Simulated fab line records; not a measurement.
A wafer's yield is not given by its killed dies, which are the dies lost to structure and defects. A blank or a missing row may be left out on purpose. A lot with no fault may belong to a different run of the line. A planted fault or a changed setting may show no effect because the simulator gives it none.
fab line records ; flow gf180mcu
[record] lots = 14; wafers = 42; last-day = 33
route steps=602 shown V4@498 MIM@507
lots untouched by any fault: they come from a run of this same line in which no faults occurred
start-h: hours from the record's opening day to when the first of the lot's shown wafers began ; wait-h: time in hours since the lot's previous step ; " the same as in the row above ; L1.1+2: a row that stands for several wafers ; - either no value or no given start ; * or withheld: withheld ; < > ~ a bound
route shown NAME@n: a module of which the file shows steps, and the number in the route of the first ; usual: mean and standard deviation over wafers with no fault ; same: alike in all rows ; chamber/n: place in a boat ; sites: readings site by site ; _std_site: standard deviation across them ; _edge_site: outer sites' mean less inner sites' ; radius-mm: for every site, how far away it sits from the centre of the wafer ; mask NAME#n: copy n ; behind: tool/chamber where the wafer was last shaped ; hold: cause of the lot's hold/its duration in hours/its outcome ; device: whichever transistor did not switch (one of n, p or np) ; end of line: tests run on the same wafers once the route is complete ; step lacking rows: just its recipe ; killed: dies lost to structure and defects at the first sort, not the wafer's yield ; map: dies across one wafer; x = killed, . = not, _ = none there
set.NAME: setting as actually run; set.NAME@STEP: the setting as run at that earlier step ; model.NAME: the simulator's own value behind a step, which no gauge read
steps of the route over a sample of lots; a table a step, a row a wafer
services: a tool's chamber out of use, with start hour (start-h, from the record's first day; less than 0 if before it), hours out, and reason
[[steps]]
[step GF_V4_SPUTTER_22]
[recipe] material = TiN; target-thk-nm = 10; chamber-pressure-pa = 5; power-w = 4000; time-s = 40
[usual] throttle-valve-pct = 29.5/1.2
[same] time-s = 40
lot.wafer;tool;chamber;start-h;wait-h;throttle-valve-pct
L334.1;pvd-sputter-04;-;570.96;0.0;29.0
L334.3;pvd-sputter-04;-;570.96;0.0;29.3
L334.5;pvd-sputter-04;-;570.96;0.0;28.2
L335.2;pvd-sputter-04;-;581.43;0.0;29.3
L335.3;pvd-sputter-04;-;581.43;0.0;28.2
L335.6;pvd-sputter-04;-;581.43;0.0;29.1
L337.2;pvd-sputter-04;-;582.83;0.0;29.1
L337.3;pvd-sputter-04;-;582.83;0.0;28.1
L337.5;pvd-sputter-04;-;582.83;0.0;29.1
L336.2;pvd-sputter-04;-;586.57;0.0;29.6
L336.3;pvd-sputter-04;-;586.57;0.0;28.0
L336.5;pvd-sputter-04;-;586.57;0.0;29.0
L340.4;pvd-sputter-01;-;616.97;0.0;30.6
L340.5;pvd-sputter-01;-;616.97;0.0;31.6
L340.6;pvd-sputter-01;-;616.97;0.0;29.0
L341.1;pvd-sputter-04;-;619.67;0.0;29.3
L341.2;pvd-sputter-04;-;619.67;0.0;29.3
L341.3;pvd-sputter-04;-;619.67;0.0;29.7
L342.2;pvd-sputter-02;-;634.53;0.0;29.3
L342.3;pvd-sputter-02;-;634.53;0.0;30.9
L342.6;pvd-sputter-02;-;634.53;0.0;28.7
L343.4;pvd-sputter-04;-;641.22;0.0;29.5
L343.5;pvd-sputter-04;-;641.22;0.0;29.5
L343.6;pvd-sputter-04;-;641.22;0.0;29.1
L344.1;pvd-sputter-04;-;646.47;0.0;28.7
L344.4;pvd-sputter-04;-;646.47;0.0;29.6
L344.5;pvd-sputter-04;-;646.47;0.0;29.2
L345.1;pvd-sputter-01;-;655.48;0.0;29.0
L345.4;pvd-sputter-01;-;655.48;0.0;28.1
L345.6;pvd-sputter-01;-;655.48;0.0;28.9
L347.3;pvd-sputter-04;-;672.43;0.0;28.1
L347.5;pvd-sputter-04;-;672.43;0.0;29.2
L347.6;pvd-sputter-04;-;672.43;0.0;28.9
L348.2;pvd-sputter-01;-;686.32;0.0;30.7
L348.4;pvd-sputter-01;-;686.32;0.0;28.2
L348.5;pvd-sputter-01;-;686.32;0.0;31.8
L350.1;pvd-sputter-01;-;699.45;0.0;30.6
L350.2;pvd-sputter-01;-;699.45;0.0;31.7
L350.3;pvd-sputter-01;-;699.45;0.0;29.1
L352.3;pvd-sputter-01;-;708.23;0.0;28.2
L352.5;pvd-sputter-01;-;708.23;0.0;31.6
L352.6;pvd-sputter-01;-;708.23;0.0;28.0
[step GF_MIM_SPUTTER_04]
[recipe] material = TiN; target-thk-nm = 50; power-w = 6500; time-s = 41.7; chamber-pressure-pa = 0.4
[usual] throttle-valve-pct = 29.5/0.93
[same] time-s = 41.7
lot.wafer;tool;chamber;start-h;wait-h;throttle-valve-pct
L334.1;pvd-sputter-03;-;571.78;0.0;30.0
L334.3;pvd-sputter-03;-;571.78;0.0;29.9
L334.5;pvd-sputter-03;-;571.78;0.0;29.8
L335.2;pvd-sputter-03;-;582.36;0.0;29.9
L335.3;pvd-sputter-03;-;582.36;0.0;28.8
L335.6;pvd-sputter-03;-;582.36;0.0;28.6
L337.2;pvd-sputter-03;-;583.64;0.0;29.8
L337.3;pvd-sputter-03;-;583.64;0.0;29.7
L337.5;pvd-sputter-03;-;583.64;0.0;29.8
L336.2;pvd-sputter-02;-;587.39;0.0;30.6
L336.3;pvd-sputter-02;-;587.39;0.0;29.4
L336.5;pvd-sputter-02;-;587.39;0.0;31.3
L340.4;pvd-sputter-03;-;617.80;0.0;29.6
L340.5;pvd-sputter-03;-;617.80;0.0;28.7
L340.6;pvd-sputter-03;-;617.80;0.0;29.5
L341.1;pvd-sputter-03;-;620.49;0.0;28.7
L341.2;pvd-sputter-03;-;620.49;0.0;30.1
L341.3;pvd-sputter-03;-;620.49;0.0;30.0
L342.2;pvd-sputter-04;-;635.63;0.0;29.1
L342.3;pvd-sputter-04;-;635.63;0.0;29.3
L342.6;pvd-sputter-04;-;635.63;0.0;28.9
L343.4;pvd-sputter-02;-;642.03;0.0;31.6
L343.5;pvd-sputter-02;-;642.03;0.0;30.9
L343.6;pvd-sputter-02;-;642.03;0.0;31.7
L344.1;pvd-sputter-03;-;647.28;0.0;29.9
L344.4;pvd-sputter-03;-;647.28;0.0;30.1
L344.5;pvd-sputter-03;-;647.28;0.0;29.8
L345.1;pvd-sputter-04;-;656.29;0.0;28.9
L345.4;pvd-sputter-04;-;656.29;0.0;29.4
L345.6;pvd-sputter-04;-;656.29;0.0;28.3
L347.3;pvd-sputter-02;-;673.24;0.0;30.5
L347.5;pvd-sputter-02;-;673.24;0.0;31.4
L347.6;pvd-sputter-02;-;673.24;0.0;29.2
L348.2;pvd-sputter-03;-;687.14;0.0;28.5
L348.4;pvd-sputter-03;-;687.14;0.0;30.0
L348.5;pvd-sputter-03;-;687.14;0.0;28.7
L350.1;pvd-sputter-02;-;700.27;0.0;28.6
L350.2;pvd-sputter-02;-;700.27;0.0;30.7
L350.3;pvd-sputter-02;-;700.27;0.0;31.3
L352.3;pvd-sputter-02;-;709.04;0.0;29.3
L352.5;pvd-sputter-02;-;709.04;0.0;29.3
L352.6;pvd-sputter-02;-;709.04;0.0;31.5
[step GF_MIM_THK_MEAS_06]
[recipe] reads = Si3N4_of_MIM_CVD_05
[usual] MIM_CVD_05_THK = 42.1/0.58
lot.wafer;tool;chamber;start-h;wait-h;MIM_CVD_05_THK[nm]
L334.1;film-metro-04;-;571.89;0.1;41.3
L334.3;film-metro-04;-;571.89;0.1;41.3
L334.5;film-metro-04;-;571.89;0.1;42.1
L335.2;film-metro-02;-;582.44;0.0;41.8
L335.3;film-metro-02;-;582.44;0.0;42.0
L335.6;film-metro-02;-;582.44;0.0;42.3
L337.2;film-metro-02;-;583.73;0.0;41.9
L337.3;film-metro-02;-;583.73;0.0;41.5
L337.5;film-metro-02;-;583.73;0.0;42.4
L336.2;film-metro-03;-;587.47;0.0;41.9
L336.3;film-metro-03;-;587.47;0.0;41.5
L336.5;film-metro-03;-;587.47;0.0;42.9
L340.4;film-metro-03;-;617.88;0.0;42.0
L340.5;film-metro-03;-;617.88;0.0;41.9
L340.6;film-metro-03;-;617.88;0.0;41.6
L341.1;film-metro-03;-;620.56;0.0;41.7
L341.2;film-metro-03;-;620.56;0.0;42.5
L341.3;film-metro-03;-;620.56;0.0;42.3
L342.2;film-metro-03;-;635.72;0.0;41.9
L342.3;film-metro-03;-;635.72;0.0;41.9
L342.6;film-metro-03;-;635.72;0.0;42.3
L343.4;film-metro-04;-;642.14;0.0;41.9
L343.5;film-metro-04;-;642.14;0.0;42.2
L343.6;film-metro-04;-;642.14;0.0;42.6
L344.1;film-metro-04;-;647.36;0.0;40.8
L344.4;film-metro-04;-;647.36;0.0;42.1
L344.5;film-metro-04;-;647.36;0.0;41.9
L345.1;film-metro-04;-;656.37;0.0;41.8
L345.4;film-metro-04;-;656.37;0.0;41.8
L345.6;film-metro-04;-;656.37;0.0;41.9
L347.3;film-metro-03;-;673.34;0.0;42.2
L347.5;film-metro-03;-;673.34;0.0;42.3
L347.6;film-metro-03;-;673.34;0.0;42.3
L348.2;film-metro-03;-;687.22;0.0;42.0
L348.4;film-metro-03;-;687.22;0.0;42.5
L348.5;film-metro-03;-;687.22;0.0;42.7
L350.1;film-metro-03;-;700.34;0.0;41.3
L350.2;film-metro-03;-;700.34;0.0;41.0
L350.3;film-metro-03;-;700.34;0.0;41.6
L352.3;film-metro-03;-;709.13;0.0;41.5
L352.5;film-metro-03;-;709.13;0.0;42.6
L352.6;film-metro-03;-;709.13;0.0;42.4
[step GF_MIM_PEB_17]
[recipe] temp-c = withheld; time-s = *; resist = NOVOLAK
[usual] chill-plate-temp-C = *; exhaust-pa = 45.0/0.88; time-s = *
lot.wafer;tool;chamber;start-h;wait-h;chill-plate-temp-C;exhaust-pa;time-s
L334.1;litho-track-04;0;593.59;-;*;45.1;*
L334.3;litho-track-04;0;593.59;-;*;46.0;*
L334.5;litho-track-04;0;593.59;-;*;44.8;*
L335.2;litho-track-03;0;603.67;-;*;44.7;*
L335.3;litho-track-03;0;603.67;-;*;46.0;*
L335.6;litho-track-03;0;603.67;-;*;45.1;*
L337.2;litho-track-03;0;604.57;-;*;47.3;*
L337.3;litho-track-03;0;604.57;-;*;46.0;*
L337.5;litho-track-03;0;604.57;-;*;45.3;*
L336.2;litho-track-04;0;608.52;-;*;44.6;*
L336.3;litho-track-04;0;608.52;-;*;44.6;*
L336.5;litho-track-04;0;608.52;-;*;45.2;*
L340.4;litho-track-03;0;638.22;-;*;45.2;*
L340.5;litho-track-03;0;638.22;-;*;45.0;*
L340.6;litho-track-03;0;638.22;-;*;45.1;*
L341.1;litho-track-04;0;641.04;-;*;45.8;*
L341.2;litho-track-04;0;641.04;-;*;44.9;*
L341.3;litho-track-04;0;641.04;-;*;45.0;*
L342.2;litho-track-03;0;655.32;-;*;45.6;*
L342.3;litho-track-03;0;655.32;-;*;44.4;*
L342.6;litho-track-03;0;655.32;-;*;44.8;*
L343.4;litho-track-03;0;662.02;-;*;45.0;*
L343.5;litho-track-03;0;662.02;-;*;45.3;*
L343.6;litho-track-03;0;662.02;-;*;46.1;*
L344.1;litho-track-04;0;666.09;-;*;44.4;*
L344.4;litho-track-04;0;666.09;-;*;45.6;*
L344.5;litho-track-04;0;666.09;-;*;44.3;*
L345.1;litho-track-03;0;675.59;-;*;44.0;*
L345.4;litho-track-03;0;675.59;-;*;45.9;*
L345.6;litho-track-03;0;675.59;-;*;44.8;*
L347.3;litho-track-04;0;692.44;-;*;44.9;*
L347.5;litho-track-04;0;692.44;-;*;45.0;*
L347.6;litho-track-04;0;692.44;-;*;45.7;*
L348.2;litho-track-04;0;705.52;-;*;43.9;*
L348.4;litho-track-04;0;705.52;-;*;44.7;*
L348.5;litho-track-04;0;705.52;-;*;45.0;*
L350.1;litho-track-03;-;717.19;-;-;-;-
L350.2;litho-track-03;-;717.19;-;-;-;-
L350.3;litho-track-03;-;717.19;-;-;-;-
L352.3;litho-track-03;-;726.54;-;-;-;-
L352.5;litho-track-03;-;726.54;-;-;-;-
L352.6;litho-track-03;-;726.54;-;-;-;-
[[services]]
tool;chamber;start-h;hours;kind
pvd-sputter-01;-;580.42;7.6;repair
pvd-sputter-03;-;599.17;2.7;repair
litho-track-04;-;669.07;-;consumable-replace:filter
pvd-sputter-01;-;690.27;3.1;repair
pvd-sputter-02;-;695.77;1.9;repair
pvd-sputter-01;-;712.98;2.2;repair
pvd-sputter-04;-;716.38;0.7;repair
pvd-sputter-01;-;722.39;36.2;repair
[[key]]
[first-sign] step = GF_MIM_PEB_17; reading = tool-record; direction = missing
effect none on later readings
met-at GF_MIM_PEB_17
struck-lots L350,L352
sort-left-out L350.1,L350.2,L350.3,L352.3,L352.5,L352.6
not-acting-at GF_V4_SPUTTER_22,GF_MIM_SPUTTER_04,GF_MIM_THK_MEAS_06
onset-between 675.59 717.19
[fault] kind = skipped-step-whole; tool = litho-track-03; chamber = -; onset-h = 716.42; steps = GF_MIM_PEB_17; scope = struck-lots-only
// sort-left-out: the simulated sort isn't trusted on such a fault, so these wafers' sort isn't shown, and their yield isn't known
